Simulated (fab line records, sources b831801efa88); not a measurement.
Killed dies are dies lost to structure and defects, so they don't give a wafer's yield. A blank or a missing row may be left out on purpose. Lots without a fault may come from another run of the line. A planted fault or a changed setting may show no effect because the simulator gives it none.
fab line records | flow sky130
record lots=13 wafers=36 last_day=50
route steps=708 shown SONOS_ONO@169 LDD_N@240 PAD_OPEN@708
lots that met no fault: from a run of the same line without faults
start_h: hours from the record's first day to the start of the lot's first wafer shown | wait_h: hours since the lot's step before | " the same as in the row above | L1.1+2: a row that stands for several wafers | - no value, or no start given | * or withheld: withheld | < > ~ a bound
route shown NAME@n: a module of which the file shows steps, and the number in the route of the first | usual: mean/standard deviation of fault-free wafers | same: alike in all rows | chamber/n: place in a boat | sites: the reading at each site | _std_site: their standard deviation | _edge_site: outer sites' mean less inner sites' | radius_mm: how far each site lies from the wafer's centre | mask NAME#n: copy n | behind: the tool/chamber that last shaped the wafer | hold: why the lot was held/for how many hours/how that ended | device: the transistor (n, p or np) that didn't switch | end of line: the same wafers' tests at the end of the route | a step without rows: its recipe alone | killed: dies lost to structure and defects at the first sort, not the wafer's yield | map: a wafer's dies, x killed, . not, _ none there
set.NAME: the setting as run; set.NAME@STEP: as run at that earlier step | model.NAME: the simulator's own value behind a step, which no gauge read
steps of the route over a sample of lots; a table a step, a row a wafer
services: from which hour (start_h, from the record's first day; less than 0 if before it) a tool's chamber was out of use, for how many hours, and why
## steps
# step SKY_SONOS_ONO_THK_MEAS_01
# recipe reads=SiO2_of_SONOS_ONO_OXIDATION_00
# usual SONOS_ONO_OXIDATION_THK=2.60/0.048
# columns lot.wafer tool chamber start_h wait_h SONOS_ONO_OXIDATION_THK[nm]
L122.1 film_metro-02 - 259.92 0.0 2.55
L122.3 " - " " 2.58
L122.6 " - " " 2.64
L123.2 film_metro-04 - 272.53 0.0 2.53
L123.3 " - " " 2.57
L123.6 " - " " 2.57
L130.5 film_metro-04 - 316.41 0.0 2.64
L130.6 " - " " 2.54
L131.4 film_metro-04 - 324.04 0.0 2.56
L131.5 " - " " 2.63
L133.3 film_metro-02 - 338.41 0.0 2.62
L133.5 " - " " 2.57
L135.2 film_metro-03 - 353.54 0.0 2.70
L135.4 " - " " 2.63
L135.6 " - " " 2.64
L139.2 film_metro-04 - 384.55 0.0 2.61
L139.4 " - " " 2.58
L139.6 " - " " 2.59
L140.1 film_metro-03 - 396.39 0.0 2.55
L140.3 " - " " 2.59
L140.6 " - " " 2.64
L141.3 film_metro-02 - 399.00 0.0 2.53
L141.4 " - " " 2.52
L141.5 " - " " 2.57
L142.1 film_metro-04 - 410.21 0.0 2.62
L142.2 " - " " 2.62
L142.4 " - " " 2.60
L143.2 film_metro-02 - 420.95 0.0 2.63
L143.3 " - " " 2.65
L143.6 " - " " 2.65
L144.1 film_metro-04 - 425.65 0.0 2.59
L144.3 " - " " 2.59
L144.5 " - " " 2.59
L145.2 film_metro-03 - 429.93 0.0 2.71
L145.3 " - " " 2.68
L145.4 " - " " 2.68
# step SKY_SONOS_ONO_THK_MEAS_03
# recipe reads=Si3N4_of_SONOS_ONO_CVD_02
# usual SONOS_ONO_CVD_02_THK=10.52/0.12
# columns lot.wafer tool chamber start_h wait_h SONOS_ONO_CVD_02_THK[nm]
L122.1 film_metro-02 - 261.56 0.0 10.61
L122.3 " - " " 10.70
L122.6 " - " " 10.69
L123.2 film_metro-03 - 274.89 0.0 10.59
L123.3 " - " " 10.66
L123.6 " - " " 10.66
L130.5 film_metro-04 - 318.05 0.0 10.59
L130.6 " - " " 10.55
L131.4 film_metro-04 - 326.87 0.0 10.64
L131.5 " - " " 10.42
L133.3 film_metro-04 - 341.51 0.0 10.42
L133.5 " - " " 10.33
L135.2 film_metro-04 - 354.68 0.0 10.45
L135.4 " - " " 10.45
L135.6 " - " " 10.52
L139.2 film_metro-02 - 386.31 0.0 10.50
L139.4 " - " " 10.46
L139.6 " - " " 10.56
L140.1 film_metro-03 - 397.58 0.0 10.84
L140.3 " - " " 10.70
L140.6 " - " " 10.63
L141.3 film_metro-03 - 400.55 0.0 10.44
L141.4 " - " " 10.40
L141.5 " - " " 10.55
L142.1 film_metro-02 - 411.32 0.0 10.77
L142.2 " - " " 10.58
L142.4 " - " " 10.66
L143.2 film_metro-03 - 423.59 0.0 10.42
L143.3 " - " " 10.38
L143.6 " - " " 10.35
L144.1 film_metro-02 - 426.76 0.0 10.42
L144.3 " - " " 10.38
L144.5 " - " " 10.44
L145.2 film_metro-04 - 431.04 0.0 10.79
L145.3 " - " " 10.58
L145.4 " - " " 10.57
# step SKY_SONOS_ONO_THK_MEAS_05
# recipe reads=SiO2_of_SONOS_ONO_CVD_04
# usual SONOS_ONO_CVD_04_THK=5.75/0.12
# columns lot.wafer tool chamber start_h wait_h SONOS_ONO_CVD_04_THK[nm]
L122.1 film_metro-03 - 262.87 0.0 5.79
L122.3 " - " " 5.87
L122.6 " - " " 5.80
L123.2 film_metro-04 - 276.83 0.0 5.99
L123.3 " - " " 5.91
L123.6 " - " " 6.02
L130.5 film_metro-03 - 319.36 0.0 5.72
L130.6 " - " " 5.62
L131.4 film_metro-02 - 328.18 0.0 5.80
L131.5 " - " " 5.76
L133.3 film_metro-02 - 342.82 0.0 5.95
L133.5 " - " " 5.95
L135.2 film_metro-04 - 355.99 0.0 5.77
L135.4 " - " " 5.70
L135.6 " - " " 5.79
L139.2 film_metro-03 - 387.62 0.0 5.53
L139.4 " - " " 5.63
L139.6 " - " " 5.58
L140.1 film_metro-03 - 398.89 0.0 5.62
L140.3 " - " " 5.53
L140.6 " - " " 5.47
L141.3 film_metro-02 - 401.86 0.0 5.89
L141.4 " - " " 5.84
L141.5 " - " " 5.81
L142.1 film_metro-04 - 412.63 0.0 5.62
L142.2 " - " " 5.76
L142.4 " - " " 5.63
L143.2 film_metro-02 - 425.52 0.0 5.62
L143.3 " - " " 5.63
L143.6 " - " " 5.67
L144.1 film_metro-02 - 428.69 0.0 5.57
L144.3 " - " " 5.59
L144.5 " - " " 5.61
L145.2 film_metro-03 - 432.35 0.0 5.63
L145.3 " - " " 5.82
L145.4 " - " " 5.61
# step SKY_LDD_N_SOFTBAKE_03
# recipe temp_c=90 time_s=60 resist=NOVOLAK
# usual run_length_s=88.94/0.15
# columns lot.wafer tool chamber start_h wait_h run_length_s
L122.1 litho_track-04 0 397.17 0.1 88.86
L122.3 " 0 " " 88.99
L122.6 " 0 " " 88.83
L123.2 litho_track-04 0 407.85 0.1 88.90
L123.3 " 0 " " 88.79
L123.6 " 0 " " 88.74
L130.5 litho_track-04 0 461.97 0.1 91.14
L130.6 " 0 " " 88.80
L131.4 litho_track-04 0 472.40 0.1 91.13
L131.5 " 0 " " 91.06
L133.3 litho_track-04 0 487.62 0.1 88.89
L133.5 " 0 " " 91.06
L135.2 litho_track-03 0 501.09 0.1 88.86
L135.4 " 0 " " 89.01
L135.6 " 0 " " 88.77
L139.2 litho_track-01 0 535.32 0.1 89.28
L139.4 " 0 " " 89.23
L139.6 " 0 " " 89.22
L140.1 litho_track-01 0 547.49 0.1 89.19
L140.3 " 0 " " 89.17
L140.6 " 0 " " 89.06
L141.3 litho_track-01 0 550.74 0.1 89.13
L141.4 " 0 " " 89.05
L141.5 " 0 " " 88.99
L142.1 litho_track-03 0 560.31 0.1 88.82
L142.2 " 0 " " 88.73
L142.4 " 0 " " 88.88
L143.2 litho_track-03 0 575.19 0.1 88.74
L143.3 " 0 " " 88.83
L143.6 " 0 " " 88.87
L144.1 litho_track-04 0 577.72 0.1 89.19
L144.3 " 0 " " 88.91
L144.5 " 0 " " 88.89
L145.2 litho_track-01 0 580.52 0.1 89.19
L145.3 " 0 " " 89.07
L145.4 " 0 " " 89.05
# step SKY_PAD_OPEN_PROBE_99
# usual killed_at_M0_to_M3=43/6.7 killed_at_M4_up=3.2/2.1 killed_at_contacts=25/5.9 killed_at_front_end=16/4.7 killed_at_other=0.3/0.54 killed_dies=87/9.8 killed_open=47/6.7 killed_short=40/6.5
# same gross_dies=492 killed_at_back_side=0
# columns lot.wafer tool chamber start_h wait_h killed_at_M0_to_M3 killed_at_M4_up killed_at_contacts killed_at_front_end killed_at_other killed_dies killed_open killed_short
L122.1 prober-02 - 1089.26 0.1 41 2 19 17 0 79 52 27
L122.3 prober-02 - 1089.36 0.2 41 5 26 10 0 82 40 42
L122.6 prober-02 - 1089.51 0.2 55 3 30 15 0 103 56 47
L123.2 prober-01 - 1096.96 0.1 41 3 27 24 0 95 57 38
L123.3 prober-01 - 1097.01 0.2 47 3 28 24 0 102 59 43
L123.6 prober-01 - 1097.16 0.2 52 3 22 13 0 90 42 47
L130.5 prober-02 - 1130.48 0.2 49 2 22 15 0 88 48 40
L130.6 prober-02 - 1130.53 0.2 46 2 27 16 0 91 51 40
L131.4 prober-01 - 1137.44 0.2 49 3 24 16 0 92 51 41
L131.5 prober-01 - 1137.49 0.2 43 0 26 16 0 85 51 34
L133.3 prober-01 - 1148.50 0.2 32 2 16 15 0 65 34 31
L133.5 prober-01 - 1148.60 0.2 33 4 15 12 0 64 31 32
L135.2 prober-01 - 1153.75 0.1 39 1 33 10 0 83 50 33
L135.4 prober-01 - 1153.85 0.2 54 1 36 10 0 101 54 47
L135.6 prober-01 - 1153.95 0.2 41 1 24 19 1 86 49 37
L139.2 prober-01 - 1175.70 0.1 42 4 29 14 0 89 47 41
L139.4 prober-01 - 1175.80 0.2 46 1 29 18 0 94 49 45
L139.6 prober-01 - 1175.90 0.2 48 4 27 15 0 94 53 41
L140.1 prober-02 - 1181.98 0.1 51 3 20 19 0 93 46 46
L140.3 prober-02 - 1182.08 0.2 41 2 21 20 0 84 43 41
L140.6 prober-02 - 1182.23 0.2 48 2 22 19 0 91 43 46
L141.3 prober-01 - 1184.84 0.2 40 8 29 10 1 88 50 38
L141.4 prober-01 - 1184.89 0.2 40 3 25 19 0 87 52 35
L141.5 prober-01 - 1184.94 0.2 45 0 29 12 0 86 56 30
L142.1 prober-02 - 1188.85 0.1 40 4 22 15 0 81 41 40
L142.2 prober-02 - 1188.90 0.1 45 3 32 10 0 90 44 46
L142.4 prober-02 - 1189.00 0.2 45 2 31 8 0 86 46 40
L143.2 prober-01 - 1197.80 0.1 37 2 20 8 1 68 33 35
L143.3 prober-01 - 1197.85 0.2 43 5 17 12 1 78 39 39
L143.6 prober-01 - 1198.00 0.2 53 1 12 20 2 88 44 42
L144.1 prober-02 - 1198.95 0.1 40 3 10 16 0 69 30 37
L144.3 prober-02 - 1199.05 0.2 39 2 27 18 0 86 45 40
L144.5 prober-02 - 1199.15 0.2 42 2 21 19 0 84 43 41
L145.2 prober-01 - 1201.88 0.1 46 4 28 9 0 87 47 40
L145.3 prober-01 - 1201.93 0.2 40 3 35 15 0 93 53 40
L145.4 prober-01 - 1201.98 0.2 51 0 19 11 0 81 52 29
# killed by level:class
L122.1 CONTACT:geometric_particle:open=14 METAL1:geometric_particle:short=9 VIA1:geometric_particle:open=8 POLY_GATE:geometric_particle:open=7 VIA2:geometric_particle:open=7 POLY_GATE:geometric_particle:short=4 VIA3:geometric_particle:open=4 FIELD_ISO:geometric_particle:open=3
L122.3 CONTACT:geometric_particle:open=13 METAL1:geometric_particle:short=8 METAL2:geometric_particle:short=8 LI_CONTACT:geometric_particle:open=6 VIA3:geometric_particle:open=6 POLY_GATE:geometric_particle:short=5 VIA1:geometric_particle:open=5 METAL4:geometric_particle:short=5
L122.6 LI_CONTACT:geometric_particle:open=10 VIA1:geometric_particle:open=10 CONTACT:geometric_particle:short=7 CONTACT:geometric_particle:open=7 VIA2:geometric_particle:open=6 METAL1:geometric_particle:short=6 METAL3:geometric_particle:short=6 VIA3:geometric_particle:open=6
L123.2 LI_CONTACT:geometric_particle:open=11 VIA1:geometric_particle:open=11 POLY_GATE:geometric_particle:open=8 CONTACT:geometric_particle:open=8 VIA3:geometric_particle:open=8 METAL1:geometric_particle:short=6 CONTACT:geometric_particle:short=5 FIELD_ISO:geometric_particle:short=4
L123.3 LI_CONTACT:geometric_particle:open=11 VIA1:geometric_particle:open=11 VIA2:geometric_particle:open=10 VIA3:geometric_particle:open=7 CONTACT:geometric_particle:open=7 FIELD_ISO:geometric_particle:short=6 FIELD_ISO:geometric_particle:open=5 POLY_GATE:geometric_particle:short=5
L123.6 LI_CONTACT:geometric_particle:open=10 METAL1:geometric_particle:short=9 VIA1:geometric_particle:open=8 VIA1:geometric_particle:short=6 VIA3:geometric_particle:open=6 POLY_GATE:geometric_particle:short=4 METAL2:geometric_particle:short=4 METAL3:geometric_particle:short=4
L130.5 VIA1:geometric_particle:open=11 LI_CONTACT:geometric_particle:open=9 CONTACT:geometric_particle:open=7 VIA2:geometric_particle:open=7 VIA1:geometric_particle:short=6 VIA3:geometric_particle:open=6 METAL1:geometric_particle:short=6 FIELD_ISO:geometric_particle:short=5
L130.6 LI_CONTACT:geometric_particle:open=9 METAL1:geometric_particle:short=9 CONTACT:geometric_particle:open=8 VIA1:geometric_particle:open=7 FIELD_ISO:geometric_particle:open=5 CONTACT:geometric_particle:short=5 METAL2:geometric_particle:short=5 VIA2:geometric_particle:open=5
L131.4 VIA1:geometric_particle:open=17 CONTACT:geometric_particle:open=9 CONTACT:geometric_particle:short=8 VIA2:geometric_particle:open=7 FIELD_ISO:geometric_particle:open=5 FIELD_ISO:geometric_particle:short=4 POLY_GATE:geometric_particle:short=4 VIA1:geometric_particle:short=4
L131.5 VIA1:geometric_particle:open=15 CONTACT:geometric_particle:open=11 LI_CONTACT:geometric_particle:open=8 VIA2:geometric_particle:open=6 METAL1:geometric_particle:short=5 METAL3:geometric_particle:short=4 FIELD_ISO:geometric_particle:short=4 FIELD_ISO:geometric_particle:open=4
L133.3 FIELD_ISO:geometric_particle:open=6 METAL1:geometric_particle:short=6 VIA1:geometric_particle:open=6 VIA3:geometric_particle:open=6 POLY_GATE:geometric_particle:short=5 LOCAL_INTERCONNECT:geometric_particle:short=5 LI_CONTACT:geometric_particle:open=3 CONTACT:geometric_particle:open=3
L133.5 CONTACT:geometric_particle:open=8 VIA1:geometric_particle:open=6 FIELD_ISO:geometric_particle:short=4 POLY_GATE:geometric_particle:open=4 METAL1:geometric_particle:short=4 VIA2:geometric_particle:open=4 VIA3:geometric_particle:open=4 POLY_GATE:geometric_particle:short=3
L135.2 CONTACT:geometric_particle:open=13 VIA1:geometric_particle:open=10 LI_CONTACT:geometric_particle:open=7 VIA3:geometric_particle:open=7 CONTACT:geometric_particle:short=7 METAL1:geometric_particle:short=6 LOCAL_INTERCONNECT:geometric_particle:short=5 FIELD_ISO:geometric_particle:open=3
L135.4 CONTACT:geometric_particle:open=11 LI_CONTACT:geometric_particle:open=9 METAL1:geometric_particle:short=9 VIA1:geometric_particle:open=9 LOCAL_INTERCONNECT:geometric_particle:short=8 VIA3:geometric_particle:open=7 VIA2:geometric_particle:open=6 VIA2:geometric_particle:short=5
L135.6 CONTACT:geometric_particle:open=12 POLY_GATE:geometric_particle:open=8 METAL1:geometric_particle:short=7 VIA1:geometric_particle:open=6 VIA2:geometric_particle:open=6 VIA3:geometric_particle:open=6 LI_CONTACT:geometric_particle:short=5 LI_CONTACT:geometric_particle:open=4
L139.2 CONTACT:geometric_particle:open=14 VIA1:geometric_particle:open=10 METAL2:geometric_particle:short=7 LI_CONTACT:geometric_particle:short=6 LI_CONTACT:geometric_particle:open=6 VIA1:geometric_particle:short=6 VIA3:geometric_particle:open=5 FIELD_ISO:geometric_particle:short=4
L139.4 LI_CONTACT:geometric_particle:open=14 METAL3:geometric_particle:short=8 CONTACT:geometric_particle:open=6 METAL1:geometric_particle:short=6 VIA1:geometric_particle:open=6 VIA3:geometric_particle:open=6 FIELD_ISO:geometric_particle:open=5 FIELD_ISO:geometric_particle:short=5
L139.6 VIA1:geometric_particle:open=17 CONTACT:geometric_particle:open=12 POLY_GATE:geometric_particle:short=6 LI_CONTACT:geometric_particle:open=6 POLY_GATE:geometric_particle:open=5 LOCAL_INTERCONNECT:geometric_particle:short=5 METAL1:geometric_particle:short=5 VIA3:geometric_particle:open=5
L140.1 VIA1:geometric_particle:open=11 METAL1:geometric_particle:short=8 VIA3:geometric_particle:open=7 CONTACT:geometric_particle:open=7 METAL2:geometric_particle:short=7 METAL3:geometric_particle:short=6 FIELD_ISO:geometric_particle:short=5 POLY_GATE:geometric_particle:open=5
L140.3 VIA1:geometric_particle:open=12 VIA2:geometric_particle:open=7 FIELD_ISO:geometric_particle:short=6 CONTACT:geometric_particle:open=6 POLY_GATE:geometric_particle:short=5 LOCAL_INTERCONNECT:geometric_particle:short=5 VIA3:geometric_particle:open=5 METAL2:geometric_particle:short=5
L140.6 LI_CONTACT:geometric_particle:open=10 VIA3:geometric_particle:open=9 VIA1:geometric_particle:open=8 METAL1:geometric_particle:short=8 METAL3:geometric_particle:short=7 POLY_GATE:geometric_particle:short=6 METAL2:geometric_particle:short=5 FIELD_ISO:geometric_particle:short=4
L141.3 CONTACT:geometric_particle:open=12 VIA2:geometric_particle:open=9 METAL4:geometric_particle:short=7 LI_CONTACT:geometric_particle:open=7 VIA1:geometric_particle:open=7 LI_CONTACT:geometric_particle:short=5 VIA2:geometric_particle:short=5 METAL2:geometric_particle:short=5
L141.4 CONTACT:geometric_particle:open=10 LI_CONTACT:geometric_particle:open=8 VIA1:geometric_particle:open=8 VIA3:geometric_particle:open=7 METAL1:geometric_particle:short=6 FIELD_ISO:geometric_particle:short=5 VIA2:geometric_particle:open=5 POLY_GATE:geometric_particle:short=4
L141.5 LI_CONTACT:geometric_particle:open=11 CONTACT:geometric_particle:open=10 VIA3:geometric_particle:open=9 METAL1:geometric_particle:short=8 VIA1:geometric_particle:open=8 VIA2:geometric_particle:open=7 FIELD_ISO:geometric_particle:open=4 CONTACT:geometric_particle:short=4
L142.1 VIA1:geometric_particle:open=11 LI_CONTACT:geometric_particle:open=6 VIA1:geometric_particle:short=6 VIA2:geometric_particle:open=6 CONTACT:geometric_particle:short=6 CONTACT:geometric_particle:open=6 FIELD_ISO:geometric_particle:open=5 FIELD_ISO:geometric_particle:short=5
L142.2 CONTACT:geometric_particle:open=10 LI_CONTACT:geometric_particle:open=9 VIA1:geometric_particle:open=9 METAL1:geometric_particle:short=7 CONTACT:geometric_particle:short=7 VIA3:geometric_particle:open=6 METAL2:geometric_particle:short=5 VIA2:geometric_particle:open=5
L142.4 VIA1:geometric_particle:open=12 CONTACT:geometric_particle:open=8 LI_CONTACT:geometric_particle:short=6 VIA2:geometric_particle:open=6 VIA3:geometric_particle:open=6 LI_CONTACT:geometric_particle:open=5 LOCAL_INTERCONNECT:geometric_particle:short=5 CONTACT:geometric_particle:short=5
L143.2 METAL2:geometric_particle:short=9 LI_CONTACT:geometric_particle:open=6 VIA1:geometric_particle:open=6 CONTACT:geometric_particle:open=5 VIA3:geometric_particle:open=5 CONTACT:geometric_particle:short=4 METAL1:geometric_particle:short=4 VIA2:geometric_particle:open=4
L143.3 VIA1:geometric_particle:open=7 VIA3:geometric_particle:open=7 LI_CONTACT:geometric_particle:open=6 METAL2:geometric_particle:short=5 VIA2:geometric_particle:open=5 VIA2:geometric_particle:short=5 FIELD_ISO:geometric_particle:short=4 VIA1:geometric_particle:short=4
L143.6 VIA1:geometric_particle:open=11 METAL1:geometric_particle:short=7 FIELD_ISO:geometric_particle:short=6 METAL2:geometric_particle:short=6 VIA3:geometric_particle:open=6 VIA2:geometric_particle:open=5 FIELD_ISO:geometric_particle:open=4 LI_CONTACT:geometric_particle:open=4
L144.1 METAL1:geometric_particle:short=8 VIA3:geometric_particle:open=6 METAL2:geometric_particle:short=5 VIA2:geometric_particle:open=5 VIA2:geometric_particle:short=4 POLY_GATE:geometric_particle:short=4 FIELD_ISO:geometric_particle:open=3 POLY_GATE:geometric_particle:open=3
L144.3 LI_CONTACT:geometric_particle:open=9 VIA1:geometric_particle:open=8 LOCAL_INTERCONNECT:geometric_particle:short=6 VIA2:geometric_particle:open=6 VIA3:geometric_particle:open=6 FIELD_ISO:geometric_particle:short=5 CONTACT:geometric_particle:short=5 CONTACT:geometric_particle:open=5
L144.5 VIA2:geometric_particle:open=12 FIELD_ISO:geometric_particle:open=7 CONTACT:geometric_particle:short=7 VIA1:geometric_particle:open=7 FIELD_ISO:geometric_particle:short=6 LI_CONTACT:geometric_particle:open=6 CONTACT:geometric_particle:open=5 VIA1:geometric_particle:short=5
L145.2 VIA1:geometric_particle:open=16 LI_CONTACT:geometric_particle:open=7 CONTACT:geometric_particle:open=7 CONTACT:geometric_particle:short=7 METAL1:geometric_particle:short=7 VIA1:geometric_particle:short=6 METAL2:geometric_particle:short=5 VIA2:geometric_particle:open=4
L145.3 VIA1:geometric_particle:open=10 CONTACT:geometric_particle:open=9 CONTACT:geometric_particle:short=8 LI_CONTACT:geometric_particle:open=7 METAL2:geometric_particle:short=6 LI_CONTACT:geometric_particle:short=5 LOCAL_INTERCONNECT:geometric_particle:short=5 VIA2:geometric_particle:open=5
L145.4 VIA1:geometric_particle:open=16 CONTACT:geometric_particle:open=10 METAL1:geometric_particle:short=9 VIA2:geometric_particle:open=8 POLY_GATE:geometric_particle:open=4 VIA1:geometric_particle:short=4 FIELD_ISO:geometric_particle:short=3 LI_CONTACT:geometric_particle:open=3
## services
# columns tool chamber start_h hours kind
litho_track-03 - 544.83 - consumable_replace:filter
## key
first_sign step=SKY_LDD_N_SOFTBAKE_03 reading=run_length_s direction=up sigmas=14 usual=* struck=*
effect none on later readings
met_at SKY_LDD_N_SOFTBAKE_03
struck_lots L130,L131,L133
struck_wafers L130.5,L131.4,L131.5,L133.5
tester_left_out L130,L131,L133
not_acting_at SKY_SONOS_ONO_THK_MEAS_01,SKY_SONOS_ONO_THK_MEAS_03,SKY_SONOS_ONO_THK_MEAS_05
onset_between 407.85 461.97
fault kind=process_parameter_drift tool=litho_track-04 chamber=- onset_h=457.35 steps=SKY_LDD_N_SOFTBAKE_03 channel=time_s offset=* shape=step end_h=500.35 scope=struck_wafers_only acts_in=* stated=*
# tester_left_out: of these lots the tester's yield and bins aren't shown, on N5 and GAA mostly nor the transistor test; their killed dies are dies lost to structure and defects alone, not to doping, threshold or leakage, so they don't give the yield
